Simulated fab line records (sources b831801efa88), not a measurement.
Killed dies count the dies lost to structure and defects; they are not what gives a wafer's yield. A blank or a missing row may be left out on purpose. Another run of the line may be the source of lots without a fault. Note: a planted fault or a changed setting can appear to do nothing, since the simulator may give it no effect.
fab line records	flow sky130
record: lots: 5	wafers: 15	last-day: 50
route steps=708 shown METAL3@561 VIA3@573 METAL4@598 PAD_OPEN@708
lots with no fault: from the same line, run without faults
start-h: hours from the record's opening day to when the first of the lot's shown wafers began	wait-h: time in hours since the lot's previous step	" repeats the value in the row above	L1.1+2: one row covering several wafers at once	- no value present, or no start provided	* or withheld: withheld	< > ~ a bound
route shown NAME@n: names a module that has steps shown in the file, with the first one's number in the route	usual: average and standard deviation across the fault-free wafers	same: alike in all rows	chamber/n: place in a boat	sites: each site's reading	_std_site: the standard deviation of these	_edge_site: mean of outer sites minus mean of inner sites	radius-mm: for every site, how far away it sits from the centre of the wafer	mask NAME#n: copy n	behind: tool/chamber where the wafer was last shaped	hold: the reason the lot was held/the length of the hold in hours/how it ended	device: the transistor (n, p or np) that didn't switch	end of line: tests run on the same wafers once the route is complete	a step without rows: its recipe alone	killed: not the wafer's yield, but the dies lost to structure and defects at the first sort	map: per-die view of a wafer (x killed, . not killed, _ where there is no die)
set.NAME: the run value of the setting; set.NAME@STEP: its run value at that earlier step	model.NAME: the simulator's own value behind a step, which no gauge read
lots seen at some steps along the route; tables by step, rows by wafer
services: when a tool's chamber went out of use (start-h, in hours from the record's first day, below 0 if earlier), for how many hours, and the reason
== steps ==
step: SKY_METAL3_PEB_11
recipe: peb-temp-c: withheld	peb-time-s: withheld	resist: KrF-thick
step: SKY_METAL3_DEVELOP_12
recipe: develop-time-s: 60	resist: KrF-thick	dev-temp-c: 21
step: SKY_METAL3_CD_MEAS_13
recipe: target-cd-nm: 300
usual: cd-nm: 300.0/1.4
lot.wafer	tool	chamber	start-h	wait-h	cd-nm
L373.2	cd-sem-02	-	989.99	-	299.3
L373.3	"	-	"	"	299.6
L373.4	"	-	"	"	299.2
L375.2	cd-sem-01	-	1005.19	-	299.0
L375.5	"	-	"	"	297.9
L375.6	"	-	"	"	297.7
L378.1	cd-sem-02	-	1027.51	-	297.6
L378.5	"	-	"	"	298.4
L378.6	"	-	"	"	296.5
L381.1	cd-sem-02	-	1034.42	-	301.7
L381.2	"	-	"	"	301.4
L381.4	"	-	"	"	302.9
L383.1	cd-sem-02	-	1052.82	-	301.1
L383.5	"	-	"	"	299.8
L383.6	"	-	"	"	299.7
step: SKY_METAL3_OVL_MEAS_14
usual: METAL3_OVL: 2/5.5
lot.wafer	tool	chamber	start-h	wait-h	METAL3_OVL[nm]
L373.2	overlay-02	-	990.09	0.1	-4
L373.3	"	-	"	"	0
L373.4	"	-	"	"	-1
L375.2	overlay-02	-	1005.30	0.1	-8
L375.5	"	-	"	"	-14
L375.6	"	-	"	"	-11
L378.1	overlay-01	-	1027.63	0.1	2
L378.5	"	-	"	"	6
L378.6	"	-	"	"	3
L381.1	overlay-01	-	1034.54	0.1	-2
L381.2	"	-	"	"	-4
L381.4	"	-	"	"	4
L383.1	overlay-01	-	1052.94	0.1	10
L383.5	"	-	"	"	8
L383.6	"	-	"	"	7
step: SKY_METAL3_DESCUM_15
recipe: chemistry: O2	source-power-w: 150	bias-power-w: 0	pressure-mtorr: 10	temp-c: 40	time-s: 8
step: SKY_METAL3_ETCH_16
recipe: chemistry: N2/H2	target: BARC	ion-energy-ev: 200	bias-w: 100	pressure-mtorr: 30	n2-flow-sccm: 100	h2-flow-sccm: 200	icp-w: 500	stop-on: SiO2	time-s: 88.2	target-depth-a: 600
step: SKY_METAL3_ETCH_17
recipe: target: SiO2	stop-on: TiN	chemistry: C4F8/O2/Ar	source-w: 1500	bias-w: 1200	pressure-mtorr: 40	c4f8-flow-sccm: withheld	O2_flow_sccm: 6	Ar_flow_sccm: 300	time-s: 3.9	target-depth-a: 150
usual: oes-product-au: 0.755/0.008	rf-fwd-power-W: 1470/6.3
lot.wafer	tool	chamber	start-h	wait-h	oes-product-au	rf-fwd-power-W	rf-hours-counter-h
L373.2	rie-diel-03	0	990.25	0.1	0.742	1478	15
L373.3	"	3	"	"	0.761	1468	16
L373.4	"	1	"	"	0.759	1457	13
L375.2	rie-diel-02	3	1005.46	0.1	0.753	1472	24
L375.5	"	3	"	"	0.761	1473	-
L375.6	"	2	"	"	0.752	1472	-
L378.1	rie-diel-04	3	1027.80	0.1	0.751	1474	19
L378.5	"	2	"	"	0.757	1481	-
L378.6	"	1	"	"	0.749	1459	-
L381.1	rie-diel-03	0	1034.70	0.1	0.753	1474	17
L381.2	"	2	"	"	0.750	1477	11
L381.4	"	0	"	"	0.767	1470	-
L383.1	rie-diel-03	2	1053.11	0.1	0.753	1470	11
L383.5	"	3	"	"	0.751	1466	-
L383.6	"	0	"	"	0.756	1481	-
step: SKY_METAL3_METAL_ETCH_18
recipe: target-depth-a: 8450	stop-on: SiO2	over-etch-frac: 0.3	time-s: 183.1	chemistry: Cl2/BCl3	resist-sidewall-deg: 88	pressure-mtorr: 10	icp-w: 900	bias-w: 48.5	Cl2_flow_sccm: 60	bcl3-flow-sccm: 30
step: SKY_METAL3_STRIP_19
recipe: chemistry: O2/N2	power-w: 1400	pressure-mtorr: 1500	platen-temp-c: withheld	o2-flow-sccm: 3000	n2-flow-sccm: 300	overash-fraction: 0.5
step: SKY_METAL3_STRIP_20
recipe: chemistry: post-etch-residue-remover	time-s: 1200	temp-c: 72.5
step: SKY_METAL3_CLEAN_21
recipe: chemistry: IPA	time-s: 180	temp-c: 25
step: SKY_METAL3_CLEAN_22
recipe: chemistry: O3/DIW	dry: n2-spin
step: SKY_VIA3_HDPCVD_00
recipe: material: SiO2	target-thk-nm: 1635	sigma-open-frac: 0.3	time-s: 272.5	temp-c: 400	sih4-flow-sccm: 60	pressure-mtorr: 6
lot.wafer	tool	chamber	start-h	wait-h
L373.2+3+4	hdpcvd-02	2,1,2	991.14	0.0
L375.2+5+6	hdpcvd-02	2,0,2	1006.25	0.0
L378.1+5+6	hdpcvd-01	0,1,0	1028.93	0.0
L381.1+2+4	hdpcvd-01	0,1,2	1035.90	0.0
L383.1+5+6	hdpcvd-01	0,2,0	1054.05	0.0
step: SKY_VIA3_THK_MEAS_01
recipe: reads: SiO2_of_VIA3_HDPCVD_00
usual: VIA3_HDPCVD_THK: 1630/20
lot.wafer	tool	chamber	start-h	wait-h	VIA3_HDPCVD_THK[nm]
L373.2	film-metro-02	-	991.32	0.1	1683
L373.3	"	-	"	"	1638
L373.4	"	-	"	"	1674
L375.2	film-metro-02	-	1006.43	0.1	1632
L375.5	"	-	"	"	1586
L375.6	"	-	"	"	1653
L378.1	film-metro-01	-	1029.10	0.1	1609
L378.5	"	-	"	"	1631
L378.6	"	-	"	"	1601
L381.1	film-metro-02	-	1036.06	0.1	1604
L381.2	"	-	"	"	1611
L381.4	"	-	"	"	1639
L383.1	film-metro-02	-	1054.30	0.2	1624
L383.5	"	-	"	"	1639
L383.6	"	-	"	"	1625
step: SKY_VIA3_CMP_02
recipe: material: SiO2	down-force-psi: 4	platen-rpm: 60	pad-velocity-m-s: 0.94248
step: SKY_VIA3_BOW_MEAS_03
recipe: mode: bow
usual: VIA3_BOW: 79/7.2
lot.wafer	tool	chamber	start-h	wait-h	VIA3_BOW[um]
L373.2	film-metro-03	-	991.69	0.2	86
L373.3	"	-	"	"	92
L373.4	"	-	"	"	81
L375.2	film-metro-01	-	1006.80	0.3	71
L375.5	"	-	"	"	62
L375.6	"	-	"	"	84
L378.1	film-metro-02	-	1029.50	0.1	67
L378.5	"	-	"	"	82
L378.6	"	-	"	"	76
L381.1	film-metro-01	-	1036.42	0.1	93
L381.2	"	-	"	"	69
L381.4	"	-	"	"	85
L383.1	film-metro-01	-	1054.88	0.1	75
L383.5	"	-	"	"	78
L383.6	"	-	"	"	79
step: SKY_VIA3_DEHYDRATE_04
recipe: temp-c: 200	time-s: 60
step: SKY_VIA3_HMDS_05
recipe: prime-time-s: 60	prime-temp-c: 120
step: SKY_VIA3_COAT_06
recipe: resist: BARC	temp-c: withheld	time-s: withheld	spin-rpm: 3045	resist-thk-nm: 60
step: SKY_VIA3_COAT_07
recipe: resist: KrF-thick	spin-rpm: 3000	resist-thk-nm: 450
step: SKY_VIA3_SOFTBAKE_08
recipe: temp-c: 100	time-s: 90	resist: KrF-thick
step: SKY_VIA3_EXPOSE_09
recipe: mask-id: VIM3	na: 0.8	source-shape: annular	sigma-inner: 0.55	sigma-outer: 0.85	target-cd-nm: 200	dose-mj: 38
step: SKY_VIA3_PEB_10
recipe: peb-temp-c: withheld	peb-time-s: withheld	resist: KrF-thick
step: SKY_VIA3_DEVELOP_11
recipe: develop-time-s: 60	resist: KrF-thick	dev-temp-c: 21
step: SKY_VIA3_CD_MEAS_12
recipe: target-cd-nm: 200
usual: cd-nm: 200.0/1.3
lot.wafer	tool	chamber	start-h	wait-h	cd-nm
L373.2	cd-sem-02	-	1014.87	-	197.5
L373.3	"	-	"	"	196.6
L373.4	"	-	"	"	197.8
L375.2	cd-sem-01	-	1029.54	-	199.4
L375.5	"	-	"	"	200.7
L375.6	"	-	"	"	198.7
L378.1	cd-sem-01	-	1051.96	-	201.6
L378.5	"	-	"	"	201.0
L378.6	"	-	"	"	202.0
L381.1	cd-sem-02	-	1057.96	-	201.0
L381.2	"	-	"	"	200.0
L381.4	"	-	"	"	200.5
L383.1	cd-sem-02	-	1075.92	-	201.5
L383.5	"	-	"	"	202.7
L383.6	"	-	"	"	201.7
step: SKY_VIA3_OVL_MEAS_13
usual: VIA3_OVL: 2/6
lot.wafer	tool	chamber	start-h	wait-h	VIA3_OVL[nm]
L373.2	overlay-01	-	1014.98	0.1	0
L373.3	"	-	"	"	0
L373.4	"	-	"	"	1
L375.2	overlay-01	-	1029.65	0.1	-4
L375.5	"	-	"	"	2
L375.6	"	-	"	"	-6
L378.1	overlay-02	-	1052.08	0.1	15
L378.5	"	-	"	"	17
L378.6	"	-	"	"	17
L381.1	overlay-02	-	1058.08	0.1	3
L381.2	"	-	"	"	4
L381.4	"	-	"	"	-2
L383.1	overlay-02	-	1076.04	0.1	-1
L383.5	"	-	"	"	-7
L383.6	"	-	"	"	8
step: SKY_VIA3_ETCH_14
recipe: chemistry: N2/H2	target: BARC	ion-energy-ev: 200	source-w: 500	bias-w: 101.4	pressure-mtorr: 30	n2-flow-sccm: 100	h2-flow-sccm: 200	stop-on: SiO2	time-s: 45.9	target-depth-a: 600
step: SKY_VIA3_ETCH_15
recipe: target: SiO2	chemistry: C4F8/O2/Ar	target-depth-nm: 507	stop-on: TiN	mask-material: KrF-thick	source-w: 1500	bias-w: 1200	pressure-mtorr: 40	c4f8-flow-sccm: withheld	O2_flow_sccm: 6	Ar_flow_sccm: 300	time-s: 78
step: SKY_VIA3_STRIP_16
recipe: chemistry: O2/N2	power-w: 1400	pressure-mtorr: 1500	platen-temp-c: withheld	o2-flow-sccm: 3000	n2-flow-sccm: 300	overash-fraction: 0.5
usual: drypump-motor-current-A: 5.7/0.44	o2-flow-sccm: 2999/9.6	oes-product-au: 0.402/0.0044	strip-time-to-endpoint-s: 4.132/0.028
lot.wafer	tool	chamber	start-h	wait-h	drypump-motor-current-A	o2-flow-sccm	oes-product-au	rf-hours-counter-h	strip-time-to-endpoint-s
L373.2	plasma-asher-03	0	1015.11	0.0	6.2	2992	0.401	122	4.138
L373.3	"	0	"	"	6.1	3002	0.402	-	4.100
L373.4	"	1	"	"	6.3	3000	0.407	-	4.136
L375.2	plasma-asher-03	0	1029.78	0.0	6.2	3002	0.400	123	4.119
L375.5	"	0	"	"	6.2	2998	0.406	-	4.086
L375.6	"	1	"	"	6.3	3001	0.410	-	4.109
L378.1	plasma-asher-01	1	1052.22	0.0	5.5	3005	0.399	93	4.101
L378.5	"	0	"	"	4.9	2992	0.393	-	4.105
L378.6	"	1	"	"	5.4	3007	0.396	-	4.141
L381.1	plasma-asher-04	1	1058.22	0.0	5.6	3001	0.397	30	4.138
L381.2	"	0	"	"	6.0	2987	0.403	30	4.142
L381.4	"	0	"	"	6.0	2986	0.401	-	4.166
L383.1	plasma-asher-01	1	1076.18	0.0	5.4	2996	0.402	97	4.158
L383.5	"	1	"	"	5.4	3002	0.407	-	4.145
L383.6	"	0	"	"	4.9	3007	0.396	-	4.139
step: SKY_VIA3_STRIP_17
recipe: chemistry: post-etch-residue-remover	time-s: 1200	temp-c: 72.5
step: SKY_VIA3_CLEAN_18
recipe: chemistry: IPA	time-s: 180	temp-c: 25
step: SKY_VIA3_CLEAN_19
recipe: chemistry: O3/DIW	dry: n2-spin
step: SKY_VIA3_SPUTTER_20
recipe: material: TiN	target-thk-nm: 20	chamber-pressure-pa: 5	power-w: 4000	time-s: 80
usual: chamber-pressure-pa: 4.999/0.01	throttle-valve-pct: 29.3/1.1
lot.wafer	tool	chamber	start-h	wait-h	chamber-pressure-pa	throttle-valve-pct
L373.2	pvd-sputter-02	-	1016.04	0.0	5.001	30.2
L373.3	"	-	"	"	4.996	30.6
L373.4	"	-	"	"	4.987	28.7
L375.2	pvd-sputter-04	-	1030.81	0.0	4.987	28.4
L375.5	"	-	"	"	4.981	28.2
L375.6	"	-	"	"	4.999	28.8
L378.1	pvd-sputter-04	-	1052.81	0.0	4.994	30.4
L378.5	"	-	"	"	4.996	28.8
L378.6	"	-	"	"	4.993	28.2
L381.1	pvd-sputter-02	-	1058.81	0.0	4.993	28.6
L381.2	"	-	"	"	5.005	30.2
L381.4	"	-	"	"	5.007	30.7
L383.1	pvd-sputter-04	-	1076.86	0.0	5.023	28.5
L383.5	"	-	"	"	5.003	29.1
L383.6	"	-	"	"	5.001	30.4
step: SKY_VIA3_CVD_21
recipe: material: W	target-thk-nm: 390	time-s: 117.31	temp-c: 400	pressure-torr: 40
step: SKY_VIA3_RS_MEAS_22
recipe: thk-meas-gauge: four-point-probe	reads: W_of_VIA3_CVD_21+TiN_of_VIA3_SPUTTER_20
usual: VIA3_W_RS: 0.296/0.0042
lot.wafer	tool	chamber	start-h	wait-h	VIA3_W_RS[ohm/sq]
L373.2	film-metro-02	-	1016.25	0.1	0.295
L373.3	"	-	"	"	0.303
L373.4	"	-	"	"	0.296
L375.2	film-metro-01	-	1031.01	0.1	0.304
L375.5	"	-	"	"	0.299
L375.6	"	-	"	"	0.289
L378.1	film-metro-02	-	1052.99	0.1	0.299
L378.5	"	-	"	"	0.293
L378.6	"	-	"	"	0.297
L381.1	film-metro-01	-	1058.99	0.1	0.296
L381.2	"	-	"	"	0.301
L381.4	"	-	"	"	0.293
L383.1	film-metro-02	-	1077.04	0.1	0.302
L383.5	"	-	"	"	0.301
L383.6	"	-	"	"	0.306
step: SKY_VIA3_THK_MEAS_23
recipe: thk-meas-gauge: xrf	reads: W_of_VIA3_CVD_21
usual: VIA3_W_THK: 391/6.5
lot.wafer	tool	chamber	start-h	wait-h	VIA3_W_THK[nm]
L373.2	film-metro-02	-	1016.36	0.1	391
L373.3	"	-	"	"	383
L373.4	"	-	"	"	390
L375.2	film-metro-01	-	1031.12	0.1	374
L375.5	"	-	"	"	380
L375.6	"	-	"	"	395
L378.1	film-metro-02	-	1053.11	0.1	388
L378.5	"	-	"	"	397
L378.6	"	-	"	"	389
L381.1	film-metro-01	-	1059.11	0.1	384
L381.2	"	-	"	"	377
L381.4	"	-	"	"	386
L383.1	film-metro-02	-	1077.16	0.1	385
L383.5	"	-	"	"	386
L383.6	"	-	"	"	382
step: SKY_VIA3_CMP_24
recipe: stop-on: SiO2	t-overpolish-s: 20	down-force-psi: 3.5	platen-rpm: 60	target-thk-nm: 0	pad-velocity-m-s: 0.94248
usual: head-pressure-psi: 3.500/0.0077	motor-current-A: 11.2/0.9	overpolish-run-s: 19.999/0.0098	time-to-endpoint-s: 94/3.9
same: t-overpolish-s: 20
lot.wafer	tool	chamber	start-h	wait-h	head-pressure-psi	motor-current-A	overpolish-run-s	time-to-endpoint-s
L373.4	cmp-02	3	1016.41	0.0	3.495	12.1	19.997	99
L373.3	"	1	"	"	3.512	11.8	19.994	93
L373.2	"	2	"	"	3.506	11.1	19.999	100
L375.2	cmp-01	2	1031.22	0.1	3.515	10.7	19.994	93
L375.5	"	1	"	"	3.507	10.1	19.974	92
L375.6	"	2	"	"	3.501	11.7	19.993	95
L378.1	cmp-01	0	1053.27	0.1	3.504	9.8	19.999	95
L378.6	"	2	"	"	3.504	11.5	19.994	90
L378.5	"	3	"	"	3.487	11.6	20.007	95
L381.4	cmp-01	2	1059.38	0.2	3.509	11.7	19.993	93
L381.2	"	0	"	"	3.499	10.0	20.009	95
L381.1	"	1	"	"	3.505	11.4	19.997	96
L383.1	cmp-02	1	1077.37	0.2	3.495	11.3	19.992	93
L383.6	"	2	"	"	3.497	10.8	20.008	95
L383.5	"	3	"	"	3.504	11.6	19.998	98
step: SKY_METAL4_SPUTTER_00
recipe: material: Ti	target-thk-nm: 15	power-w: 3000	time-s: 10	chamber-pressure-pa: 0.4
step: SKY_METAL4_SPUTTER_01
recipe: material: TiN	target-thk-nm: 20	power-w: 6500	time-s: 16.7	chamber-pressure-pa: 0.4
step: SKY_METAL4_SPUTTER_02
recipe: material: AlCu	target-thk-nm: 735	power-w: 10600	time-s: 39.1	chamber-pressure-pa: 0.4
step: SKY_METAL4_SPUTTER_03
recipe: material: Ti	target-thk-nm: 5	power-w: 3000	time-s: 3.3	chamber-pressure-pa: 0.4
usual: chamber-pressure-pa: 0.4000/0.00077	throttle-valve-pct: 29.8/1.2
lot.wafer	tool	chamber	start-h	wait-h	chamber-pressure-pa	throttle-valve-pct
L373.2	pvd-sputter-04	-	1016.79	0.0	0.4010	28.7
L373.3	"	-	"	"	0.3998	30.4
L373.4	"	-	"	"	0.3995	31.3
L375.2	pvd-sputter-03	-	1031.56	0.0	0.3992	28.1
L375.5	"	-	"	"	0.4000	27.7
L375.6	"	-	"	"	0.3996	28.8
L378.1	pvd-sputter-03	-	1053.56	0.0	0.4004	30.2
L378.5	"	-	"	"	0.3998	28.5
L378.6	"	-	"	"	0.3983	29.5
L381.1	pvd-sputter-04	-	1059.77	0.0	0.4009	30.7
L381.2	"	-	"	"	0.4006	28.4
L381.4	"	-	"	"	0.4016	31.5
L383.1	pvd-sputter-04	-	1077.61	0.0	0.3995	28.3
L383.5	"	-	"	"	0.4001	31.3
L383.6	"	-	"	"	0.3994	28.4
step: SKY_METAL4_SPUTTER_04
recipe: material: TiN	target-thk-nm: 70	power-w: 6500	time-s: 58.3	chamber-pressure-pa: 0.4
step: SKY_PAD_OPEN_PROBE_99
usual: defect-limited-yield: 82.4/1.9	killed_at_M0_to_M3: 44/6.5	killed_at_M4_up: 3.0/1.5	killed-at-contacts: 25/5.1	killed-at-front-end: 14/4.1	killed-at-other: 0.3/0.57	killed-dies: 87/9.5	killed-on-rim: 17/3.9	killed-open: 48/6.8	killed-short: 39/6.2	sort_bin_3_pad_short: 0.8/0.42	sort_bin_5_function: 10.4/1.4	sort_bin_6_memory: 6.3/1.2	sort-n-pass: 405/9.5	sort-yield-pct: 82.4/1.9
same: gross-dies: 492	killed-at-back-side: 0	sort_bin_4_leakage[%]: 0	sort_bin_8_speed[%]: 0
lot.wafer	tool	chamber	start-h	wait-h	hold	defect-limited-yield[%]	killed_at_M0_to_M3	killed_at_M4_up	killed-at-contacts	killed-at-front-end	killed-at-other	killed-dies	killed-on-rim	killed-open	killed-short	sort_bin_3_pad_short[%]	sort_bin_5_function[%]	sort_bin_6_memory[%]	sort-n-pass	sort-yield-pct[%]	model.etest.tester.sort-n-pass	model.etest.tester.sort-yield-pct	model.etest.tester.sort_bin_5_pct
L373.2	prober-01	-	1148.05	0.1	-	80.7	53	5	21	15	1	95	23	46	47	1.0	11.8	6.5	397	80.7	397	80.69	11.79
L373.3	prober-01	-	1148.10	0.2	-	80.7	49	2	29	15	0	95	15	61	33	0.6	11.2	7.5	397	80.7	397	80.69	11.18
L373.4	prober-01	-	1148.15	0.2	-	81.5	40	3	30	18	0	91	19	44	47	0.6	9.6	8.3	401	81.5	401	81.5	9.553
L375.2	prober-02	-	1159.29	0.1	-	85.6	41	0	16	14	0	71	12	45	26	0.6	8.1	5.7	421	85.6	421	85.57	8.13
L375.5	prober-02	-	1159.44	0.2	-	82.1	44	2	26	16	0	88	18	54	34	0.8	11.6	5.5	404	82.1	404	82.11	11.59
L375.6	prober-02	-	1159.49	0.2	-	81.7	46	3	20	21	0	90	14	47	43	0.4	13.2	4.7	402	81.7	402	81.71	13.21
L378.1	prober-01	-	1178.23	0.1	-	81.5	42	3	35	11	0	91	17	46	45	0.8	10.0	7.7	401	81.5	401	81.5	9.959
L378.5	prober-01	-	1178.43	0.2	-	81.5	32	4	31	24	0	91	22	53	38	0.6	9.8	8.1	401	81.5	401	81.5	9.756
L378.6	prober-01	-	1178.48	0.2	-	82.3	44	4	19	20	0	87	16	42	44	0.6	12.4	4.7	405	82.3	405	82.32	12.4
L381.1	prober-02	-	1183.55	0.1	-	83.1	43	2	31	6	1	83	15	48	35	1.2	9.6	6.1	409	83.1	409	83.13	9.553
L381.2	prober-02	-	1183.60	0.1	-	83.5	46	4	20	11	0	81	20	42	39	0.2	9.8	6.5	411	83.5	411	83.54	9.756
L381.4	prober-02	-	1183.70	0.2	-	83.7	44	4	21	11	0	80	17	44	36	1.4	10.0	4.9	412	83.7	412	83.74	9.959
L383.1	prober-02	-	1196.62	0.1	await-dispo/1.1h/release	77.0	81	6	21	5	0	113	22	36	33	2.6	14.2	6.1	379	77.0	379	77.03	14.23
L383.5	prober-02	-	1196.82	0.2	await-dispo/1.1h/release	84.6	45	1	16	14	0	76	14	40	36	1.2	8.3	5.9	416	84.6	416	84.55	8.333
L383.6	prober-02	-	1196.87	0.2	await-dispo/1.1h/release	76.2	89	3	16	9	0	117	22	43	28	1.8	17.1	4.9	375	76.2	375	76.22	17.07
killed by level:class
L373.2 VIA1:geometric-particle:open=9 LI_CONTACT:geometric-particle:open=8 CONTACT:geometric-particle:open=7 METAL2:geometric-particle:short=7 VIA3:geometric-particle:open=7 FIELD_ISO:geometric-particle:short=5 METAL1:geometric-particle:short=5 VIA1:geometric-particle:short=5
L373.3 VIA1:geometric-particle:open=15 CONTACT:geometric-particle:open=14 METAL1:geometric-particle:short=8 VIA3:geometric-particle:open=8 VIA2:geometric-particle:open=7 FIELD_ISO:geometric-particle:short=6 LI_CONTACT:geometric-particle:open=5 FIELD_ISO:geometric-particle:open=4
L373.4 CONTACT:geometric-particle:open=13 VIA1:geometric-particle:open=7 METAL1:geometric-particle:short=5 CONTACT:geometric-particle:short=5 FIELD_ISO:geometric-particle:open=4 POLY_GATE:geometric-particle:short=4 LI_CONTACT:geometric-particle:short=4 LOCAL_INTERCONNECT:geometric-particle:short=4
L375.2 VIA1:geometric-particle:open=11 VIA3:geometric-particle:open=8 CONTACT:geometric-particle:open=7 LI_CONTACT:geometric-particle:open=6 METAL2:geometric-particle:short=4 FIELD_ISO:geometric-particle:open=3 POLY_GATE:geometric-particle:short=3 POLY_GATE:geometric-particle:open=3
L375.5 CONTACT:geometric-particle:open=13 VIA1:geometric-particle:open=13 FIELD_ISO:geometric-particle:open=7 METAL3:geometric-particle:short=6 VIA1:geometric-particle:short=5 LI_CONTACT:geometric-particle:open=4 LOCAL_INTERCONNECT:geometric-particle:short=4 METAL1:geometric-particle:short=3
L375.6 CONTACT:geometric-particle:open=10 METAL1:geometric-particle:short=9 VIA3:geometric-particle:open=7 VIA2:geometric-particle:open=7 VIA1:geometric-particle:open=7 FIELD_ISO:geometric-particle:short=6 POLY_GATE:geometric-particle:short=6 METAL2:geometric-particle:short=6
L378.1 LOCAL_INTERCONNECT:geometric-particle:short=10 VIA3:geometric-particle:open=9 CONTACT:geometric-particle:open=8 LI_CONTACT:geometric-particle:open=7 VIA1:geometric-particle:open=7 VIA2:geometric-particle:short=7 CONTACT:geometric-particle:short=6 METAL1:geometric-particle:short=5
L378.5 CONTACT:geometric-particle:open=16 FIELD_ISO:geometric-particle:open=8 VIA3:geometric-particle:open=8 VIA1:geometric-particle:open=7 FIELD_ISO:geometric-particle:short=6 LI_CONTACT:geometric-particle:open=6 VIA3:geometric-particle:short=6 CONTACT:geometric-particle:short=4
L378.6 CONTACT:geometric-particle:open=8 VIA3:geometric-particle:open=7 POLY_GATE:geometric-particle:short=7 METAL2:geometric-particle:short=7 VIA2:geometric-particle:open=6 VIA1:geometric-particle:short=6 VIA1:geometric-particle:open=6 METAL1:geometric-particle:short=5
L381.1 LI_CONTACT:geometric-particle:open=11 CONTACT:geometric-particle:open=11 VIA1:geometric-particle:open=7 VIA3:geometric-particle:open=7 METAL2:geometric-particle:short=6 METAL1:geometric-particle:short=6 VIA2:geometric-particle:open=5 CONTACT:geometric-particle:short=4
L381.2 VIA1:geometric-particle:open=10 LI_CONTACT:geometric-particle:open=8 VIA2:geometric-particle:open=7 VIA1:geometric-particle:short=6 CONTACT:geometric-particle:open=5 METAL2:geometric-particle:short=5 VIA3:geometric-particle:open=5 POLY_GATE:geometric-particle:short=4
L381.4 VIA1:geometric-particle:open=13 CONTACT:geometric-particle:open=12 VIA3:geometric-particle:open=8 VIA3:geometric-particle:short=7 VIA1:geometric-particle:short=5 METAL4:geometric-particle:short=4 FIELD_ISO:geometric-particle:open=3 CONTACT:geometric-particle:short=3
L383.1 VIA3:unspecified=44 VIA1:geometric-particle:open=9 METAL2:geometric-particle:short=8 LOCAL_INTERCONNECT:geometric-particle:short=7 VIA3:geometric-particle:open=7 LI_CONTACT:geometric-particle:open=5 CONTACT:geometric-particle:short=5 VIA2:geometric-particle:open=5
L383.5 VIA1:geometric-particle:open=11 METAL1:geometric-particle:short=8 VIA2:geometric-particle:open=7 FIELD_ISO:geometric-particle:short=6 CONTACT:geometric-particle:short=5 LI_CONTACT:geometric-particle:open=4 CONTACT:geometric-particle:open=4 VIA1:geometric-particle:short=4
L383.6 VIA3:unspecified=46 VIA2:geometric-particle:open=14 VIA3:geometric-particle:open=6 CONTACT:geometric-particle:open=5 METAL1:geometric-particle:short=4 VIA1:geometric-particle:open=4 VIA1:geometric-particle:short=4 METAL2:geometric-particle:short=4
map L383.6 (x killed, . not)
__________........x._________
________x.x.x........._______
______x...........x...xx_____
_____x...............x...____
____.x.....xxx............___
___..x...xx..x....x..x..x..__
__xxxxx...x.........x......._
_.xxxxxxx.x.........x....xx..
_xxxxxxxxxx.........xx......x
_xxxxxxxx.....x...x..........
_.xxxxxxx...x.x..........xx..
_xxxxxx..x......xx...........
_xx.x..x..x...............x..
_...xx...x.....x......x......
_.....x......................
__..xx.x..x.x.x.........x..._
___......x..........x..x.x.__
____..x............x....x.___
_____.x..........x......x____
______.............x.x.._____
________...x.x...x...._______
__________.......x.._________
map L381.1 (x killed, . not)
__________x.x......._________
________..x..x........_______
______x.x..x...xx..x.x.._____
_____......x...xx.xx.....____
____....x..............x..___
___...........x....x.......__
__...............x.......x.._
_x.x.....x.....x...........x.
_...................xx....x..
_.....x.............xx.......
_x...x.........x..........x..
_x................x....x.x...
_x.x..x......x.xx..x.x...x...
_..............xx......x....x
_..x..x.x..x...xx...xx....x..
__.x..x.x............x......_
___..x.....................__
____..xx...x......x.x.....___
_____..x...x.............____
______x.......x.xx.x...._____
________.......x..xx.._______
__________.........._________
== services ==
tool	chamber	start-h	hours	kind
rie-diel-04	-	1005.37	14.6	pm
pvd-sputter-04	-	1023.68	0.9	repair
pvd-sputter-02	0	1027.83	-	consumable-replace:kit
pvd-sputter-02	0	1027.83	18.0	scheduled-down
pvd-sputter-02	0	1027.83	18.0	vent-cycle
rie-diel-04	1	1028.29	4.7	repair
cmp-02	-	1028.33	2.2	repair
pvd-sputter-03	1	1029.37	-	consumable-replace:kit
pvd-sputter-03	1	1029.37	18.0	scheduled-down
pvd-sputter-03	1	1029.37	18.0	vent-cycle
hdpcvd-02	-	1033.94	0.5	repair
rie-diel-03	1	1034.36	6.4	repair
hdpcvd-01	1	1047.59	12.4	repair
cmp-01	-	1049.66	1.7	repair
plasma-asher-03	-	1055.25	9.0	pm
plasma-asher-03	0	1055.25	9.0	vent-cycle
plasma-asher-03	1	1055.25	9.0	vent-cycle
cmp-02	-	1058.57	3.3	repair
rie-diel-02	1	1063.89	4.0	repair
plasma-asher-03	0	1064.25	-	clean
plasma-asher-03	1	1064.25	-	clean
rie-diel-04	2	1067.23	2.1	repair
rie-diel-03	-	1069.95	0.6	repair
cmp-02	-	1074.14	2.7	repair
== key ==
first-sign: step: SKY_PAD_OPEN_PROBE_99	reading: killed_at_M0_to_M3	direction: up	sigmas: 6.2	usual: 44	struck: 85
effect: step: SKY_PAD_OPEN_PROBE_99	reading: sort_bin_5_function	direction: up	sigmas: 3.6	usual: 10.4	struck: 15.7
model-effect: step: SKY_PAD_OPEN_PROBE_99	value: etest.tester.sort-n-pass	without: 417.5	struck: 377
met-at SKY_VIA3_HDPCVD_00
struck-wafers L383.1,L383.6
onset-between 1035.90 1054.05
fault: kind: chamber-particle-source	tool: hdpcvd-01	chamber: 0	onset-h: 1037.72	steps: SKY_VIA3_HDPCVD_00	rate-per-visit-cm2: 0.68613	end-h: 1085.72
